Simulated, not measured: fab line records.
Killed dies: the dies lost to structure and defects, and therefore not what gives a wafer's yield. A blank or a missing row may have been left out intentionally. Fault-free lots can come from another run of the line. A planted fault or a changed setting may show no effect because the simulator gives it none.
Struck lot and sound lot, side by side || flow sky130 || 35 out of 708 route steps
Sound: the wafers L364.1, L364.3, L364.4. Wafers struck: L362.3, L362.5, L362.6. At the end, the cause is stated.
Each step with rows lists, per side, the tool, then ch with its chambers, then its first start. Under that, the readings that differ: sound wafers || struck wafers || difference of the means || sigmas: that difference in standard deviations of wafers without a fault.
alike: readings with means less than 2 such deviations apart, plus words and numbers identical on both sides. not compared: withheld readings, readings lacking a value on some wafer, bounds such as >300 that could conceal the same value, and numbers that have no deviation in the record and whose values overlap.
A row with sigmas, a row that says differs or no value, or rows on one side alone: a step with any of these is where the two part. Numbers that don't overlap but have no deviation are shown without sigmas and don't part them. Lack of a reading on every wafer of one side parts them only where that side has two or more wafers.

first, 10 steps without rows for these wafers: SKY_GATE_OXIDE_COAT_05 (resist thk 1140 nm); SKY_GATE_OXIDE_SOFTBAKE_06 (time 60 s); SKY_GATE_OXIDE_EXPOSE_07 (exposes mask LVOM, target cd 600 nm); SKY_GATE_OXIDE_PEB_08; SKY_GATE_OXIDE_DEVELOP_09 (develop time 60 s); SKY_GATE_OXIDE_IMPLANT_11; SKY_GATE_OXIDE_WET_ETCH_12 (etches SiO2 in dHF, target depth 16.8 nm, time 336 s); SKY_GATE_OXIDE_STRIP_13 (strips in O2/N2); SKY_GATE_OXIDE_CLEAN_15 (cleans in SC1/SC2, time 150 s); SKY_GATE_OXIDE_OXIDATION_16 (stabilise 600 s, purge 300 s, target thk 3.57 nm).
SKY_POLY_GATE_CVD_00: deposits poly-Si, target thk 180 nm, time 720 s.
  sound on lpcvd-01 ch 0, day 22 00:04; struck on lpcvd-01 ch 1, day 21 15:37
{"reading": "model.poly-Si_of_POLY_GATE_CVD_00.thk_nm (nm)", "sound": "181.2 181 181.2", "struck": "121.4 124.3 123.2", "difference": -58.2, "sigmas": ""}
  alike: spike_tc_bottom_C
SKY_POLY_GATE_THK_MEAS_01:
  struck on film_metro-04, day 21 17:03; sound on film_metro-02, day 22 01:16
{"reading": "POLY_GATE_CVD_00_THK (nm)", "sound": "181.3 180.9 181.2", "struck": "121.4 124.2 123.2", "difference": -58.2, "sigmas": -34}
  not compared: hold
then, 8 steps without rows for these wafers: SKY_RES_PROTECT_HMDS_01 (prime time 60 s); SKY_RES_PROTECT_COAT_02 (resist thk 1140 nm); SKY_RES_PROTECT_SOFTBAKE_03 (time 60 s); SKY_RES_PROTECT_EXPOSE_04 (exposes mask RPM, target cd 1270 nm); SKY_RES_PROTECT_PEB_05; SKY_RES_PROTECT_DEVELOP_06 (develop time 60 s); SKY_POLY_GATE_IMPLANT_02; SKY_RES_PROTECT_STRIP_07 (strips in O2/N2).
SKY_RES_PROTECT_CLEAN_09: cleans in SC1/SC2, time 150 s.
  sound on wet_bench-02 ch 3, day 23 08:02; struck on wet_bench-03 ch 0, day 23 00:02
{"reading": "model.poly-Si_of_POLY_GATE_CVD_00.thk_nm (nm)", "sound": "180.6 180.4 180.6", "struck": "120.7 123.7 122.5", "difference": -58.2, "sigmas": ""}
then, 11 steps without rows for these wafers: SKY_POLY_GATE_CVD_03 (deposits Si3N4 from DCS/NH3, target thk 75 nm, time 1290 s); SKY_POLY_GATE_DEHYDRATE_05 (time 60 s); SKY_POLY_GATE_HMDS_06 (prime time 60 s); SKY_POLY_GATE_COAT_07 (resist thk 110 nm); SKY_POLY_GATE_COAT_08 (resist thk 450 nm); SKY_POLY_GATE_SOFTBAKE_09 (time 90 s); SKY_POLY_GATE_EXPOSE_10 (exposes mask P1M, target cd 150 nm); SKY_POLY_GATE_PEB_11; SKY_POLY_GATE_DEVELOP_12 (develop time 60 s); SKY_POLY_GATE_ETCH_15 (etches BARC in N2/H2, stops on SiO2, time 118.5 s, target depth 110 nm); SKY_POLY_GATE_ETCH_16 (etches Si3N4 in CH3F/O2, stops on poly-Si, time 147.5 s, target depth 75 nm).
SKY_POLY_GATE_ETCH_17: etches poly-Si in HBr/Cl2, stops on SiO2, target depth 180 nm, time 70.5 s.
  sound on rie_si-02 ch 1,2,3, day 24 15:46; struck on rie_si-02 ch 0,1,2, day 24 07:58
{"reading": "oes_product_au (a.u.)", "sound": "0.996 0.976 0.993", "struck": "0.754 0.776 0.766", "difference": -0.223, "sigmas": -34}
{"reading": "model.POLY_GATE.feature_depth_nm (nm)", "sound": "180.2 177 180.6", "struck": "120.7 123.7 122.5", "difference": -57.0, "sigmas": ""}
{"reading": "model.etch.depth_nm (nm)", "sound": "180.2 177 180.6", "struck": "120.7 123.7 122.5", "difference": -57.0, "sigmas": ""}
  alike: drypump_motor_current_A, throttle_valve_pct
  not compared: rf_hours_counter_h
then, 1 step without rows for these wafers: SKY_POLY_GATE_STRIP_18 (strips in O2/N2).
-- a jump in the record: the struck wafers' starts before and after are 26 days apart (it breaks off in module POLY_GATE and resumes in module PAD_OPEN, where the first step shown is number 708 of the route) --
SKY_PAD_OPEN_PROBE_99:
  struck on prober-01, day 50 18:02; sound on prober-01, day 51 00:11
{"reading": "killed_dies", "sound": "59 84 74", "struck": "81 97 94", "difference": "+18", "sigmas": "+2"}
{"reading": "killed_short", "sound": "23 30 36", "struck": "46 43 38", "difference": "+13", "sigmas": "+2"}
{"reading": "model.etest.res_xhigh_po.line_ohm_um", "sound": "5666 5936 5813", "struck": "5104 5261 5040", "difference": -670, "sigmas": ""}
{"reading": "model.etest.res_high_po.line_ohm_um", "sound": "752.3 771.8 750.2", "struck": "981.4 953.9 943.1", "difference": "+201.4", "sigmas": ""}
{"reading": "model.etest.res_poly.line_ohm_um", "sound": "513.5 522.6 512.5", "struck": "689 687.2 690.9", "difference": "+173", "sigmas": ""}
{"reading": "model.etest.res_xhigh_po.rs_ohm_sq", "sound": "1984 2094 2031", "struck": "1812 1835 1778", "difference": -228, "sigmas": ""}
{"reading": "model.etest.tip_sonos.rs_ohm_sq", "sound": "2675 2716 2678", "struck": "2475 2442 2482", "difference": -223, "sigmas": ""}
{"reading": "model.etest.res_high_po.rs_ohm_sq", "sound": "259.9 266.7 262.7", "struck": "344.5 334.4 335.3", "difference": "+75.0", "sigmas": ""}
{"reading": "model.etest.licon_high_po.rc_ohm", "sound": "355.7 357.1 351.9", "struck": "323.9 314.4 299.3", "difference": -42.4, "sigmas": ""}
{"reading": "model.etest.res_poly.rs_ohm_sq", "sound": "47.66 48.61 48.14", "struck": "67.1 65.43 65.2", "difference": "+17.8", "sigmas": ""}
  alike: killed_at_M0_to_M3, killed_at_M4_up, killed_at_contacts, killed_at_front_end, killed_at_other, killed_open

WHERE THEY PART
Last at SKY_PAD_OPEN_PROBE_99 as far as this record goes, first at SKY_POLY_GATE_THK_MEAS_01.

WHY: what the simulator had put in
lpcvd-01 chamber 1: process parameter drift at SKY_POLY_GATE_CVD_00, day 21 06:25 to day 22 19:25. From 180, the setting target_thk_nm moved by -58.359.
